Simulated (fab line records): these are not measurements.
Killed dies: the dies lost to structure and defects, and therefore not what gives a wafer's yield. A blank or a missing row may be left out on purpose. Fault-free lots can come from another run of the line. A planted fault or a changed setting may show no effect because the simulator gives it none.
Which of the tools did it? ; flow gf180mcu ; 11 lots, 33 wafers sampled, at 6 steps of a route of 602

WHAT THE GAUGES READ, wafer by wafer
GF_CONTACT_THK_MEAS_03.
lot;measured;on;CONTACT_CVD_02_THK (nm)
L601;day 14 20:56;film_metro-04;872 875 867
L603;day 15 12:28;film_metro-04;860 887 867
L605;day 16 14:55;film_metro-03;865 855 853
L604;day 16 19:17;film_metro-03;869 884 881
L606;day 17 10:52;film_metro-03;851 869 857
L609;day 18 10:50;film_metro-04;861 868 859
L610;day 19 01:43;film_metro-04;864 872 861
L615;day 20 08:37;film_metro-04;857 862 873
L619;day 21 16:54;film_metro-03;860 878 880
L623;day 22 23:02;film_metro-04;867 870 895
L624;day 23 06:51;film_metro-03;826 853 843

GF_CONTACT_CD_MEAS_14: the cd target is 220 nm.
lot;measured;on;cd_nm (nm)
L601;day 15 19:25;cd_sem-02;218.6 217.2 217.2
L603;day 16 10:41;cd_sem-01;220.9 219.4 221.7
L605;day 17 14:03;cd_sem-02;221.0 220.3 221.7
L604;day 17 19:25;cd_sem-02;220.6 220.1 220.2
L606;day 18 10:29;cd_sem-02;219.3 219.3 220.0
L609;day 19 11:04;cd_sem-01;218.2 219.1 219.4
L610;day 20 02:29;cd_sem-02;221.5 220.7 222.1
L615;day 21 09:06;cd_sem-01;218.9 220.3 218.9
L619;day 22 16:39;cd_sem-01;220.0 221.6 220.6
L623;day 23 21:31;cd_sem-01;221.3 221.6 219.8
L624;day 24 05:53;cd_sem-02;220.4 219.9 220.4

GF_M1_RS_MEAS_05: measures by four-point-probe.
lot;measured;on;M1_ALCU_RS (ohm/sq)
L601;day 15 20:57;film_metro-01;0.0704 0.0706 0.0705
L603;day 16 12:13;film_metro-04;0.0701 0.0698 0.0699
L605;day 17 15:34;film_metro-01;0.0699 0.0703 0.0699
L604;day 17 20:56;film_metro-01;0.0704 0.0713 0.0709
L606;day 18 12:10;film_metro-02;0.0699 0.0695 0.0700
L609;day 19 12:35;film_metro-01;0.0699 0.0698 0.0699
L610;day 20 04:01;film_metro-02;0.0691 0.0694 0.0690
L615;day 21 10:38;film_metro-01;0.0700 0.0401 0.0694
L619;day 22 18:10;film_metro-04;0.0696 0.0694 0.0698
L623;day 23 23:03;film_metro-04;0.0698 0.0704 0.0706
L624;day 24 07:25;film_metro-01;0.0710 0.0714 0.0707

GF_M1_THK_MEAS_06: measures by xrf.
lot;measured;on;M1_ALCU_THK (nm)
L601;day 15 21:02;film_metro-01;445 444 443
L603;day 16 12:19;film_metro-04;444 448 447
L605;day 17 15:41;film_metro-01;447 443 450
L604;day 17 21:01;film_metro-01;442 439 440
L606;day 18 12:16;film_metro-02;443 446 443
L609;day 19 12:41;film_metro-01;448 449 447
L610;day 20 04:07;film_metro-02;450 448 450
L615;day 21 10:45;film_metro-01;446 780 453
L619;day 22 18:17;film_metro-04;448 450 449
L623;day 23 23:10;film_metro-04;448 441 441
L624;day 24 07:32;film_metro-01;438 436 440

TOOL THAT RAN EACH LOT (tool first, then ch and the chambers of the sampled wafers, then the start)
lot;GF_CONTACT_CMP_04;GF_M1_SPUTTER_02
L601;cmp-01 ch 1,2,3, day 14 21:04;pvd_sputter-03, day 15 20:48
L603;cmp-01 ch 0,3, day 15 12:30;pvd_sputter-03, day 16 12:05
L605;cmp-02 ch 1,2,3, day 16 14:58;pvd_sputter-01, day 17 15:28
L604;cmp-02 ch 1,2, day 16 19:22;pvd_sputter-03, day 17 20:47
L606;cmp-02 ch 0,3, day 17 10:55;pvd_sputter-01, day 18 12:03
L609;cmp-02 ch 1,2, day 18 10:56;pvd_sputter-01, day 19 12:28
L610;cmp-02 ch 0,1,2, day 19 01:46;pvd_sputter-01, day 20 03:53
L615;cmp-02 ch 0,1,3, day 20 08:43;pvd_sputter-01, day 21 10:32
L619;cmp-02 ch 0,1,3, day 21 17:04;pvd_sputter-03, day 22 18:04
L623;cmp-01 ch 0,1,3, day 22 23:08;pvd_sputter-03, day 23 22:56
L624;cmp-01 ch 0,3, day 23 06:55;pvd_sputter-03, day 24 07:20
- GF_CONTACT_CMP_04: polishes SiO2.
- GF_M1_SPUTTER_02: material AlCu, target thk 450 nm, time 23.9 s.

AS READ BY THE TOOLS THEMSELVES (means over the sampled wafers that have a number; for cases with no such wafer, the mark the record gives instead)
GF_CONTACT_CMP_04.
lot;tool;motor_current_A (A);time_to_endpoint_s (s)
L601;cmp-01;11.3;114
L603;cmp-01;11.5;114
L605;cmp-02;12.9;109
L604;cmp-02;13.4;121
L606;cmp-02;11.3;111
L609;cmp-02;13.8;119
L610;cmp-02;13.0;120
L615;cmp-02;12.7;114
L619;cmp-02;12.7;117
L623;cmp-01;12.2;114
L624;cmp-01;12.6;105

GF_M1_SPUTTER_02.
lot;tool;throttle_valve_pct (%)
L601;pvd_sputter-03;30.0
L603;pvd_sputter-03;30.0
L605;pvd_sputter-01;30.9
L604;pvd_sputter-03;29.2
L606;pvd_sputter-01;30.9
L609;pvd_sputter-01;30.6
L610;pvd_sputter-01;30.9
L615;pvd_sputter-01;31.4
L619;pvd_sputter-03;30.1
L623;pvd_sputter-03;29.4
L624;pvd_sputter-03;29.5

THE ANSWER, worked out from the rows above alone
Rule: what is usual is taken from the lots themselves. The widest of any qualifying gaps counts: lots, ordered by their means at a reading, are off when they make up no more than a third of the lots, leave a main group of 4 or more, and stand apart from it by 3 or more times the standard deviation of that group's means. A main group whose means are all the same, to the digits that the tables above print for the reading, isn't used. A lot without any number at a reading at which 4 lots or more have one is off too. Any other lot the step has rows for is counted as sound. Order of review: gauges by route order, followed by the tools' own readings, for which a lot's mean as printed above is used. The first step at which some lot is off is used, and at that step the reading that is off furthest; a lot without a number counts as furthest.
Off: at GF_M1_RS_MEAS_05 (M1_ALCU_RS), L615. Mean 0.0701 ohm/sq and standard deviation 0.00054 in the main group.
If a tool, at a process step before that reading, ran all the lots that are off and no sound lot after the first of them, it fits. The gauges at GF_M1_RS_MEAS_05 are tried like those tools. One fits: pvd_sputter-01 at GF_M1_SPUTTER_02. Its last sound lot is L610 (day 20 03:53), its first lot that is off L615 (day 21 10:32): a fault that began between those two fits.

WHAT WAS PUT IN BY THE SIMULATOR
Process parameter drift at GF_M1_SPUTTER_02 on pvd_sputter-01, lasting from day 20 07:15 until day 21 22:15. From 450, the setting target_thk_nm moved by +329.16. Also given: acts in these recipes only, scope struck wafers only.
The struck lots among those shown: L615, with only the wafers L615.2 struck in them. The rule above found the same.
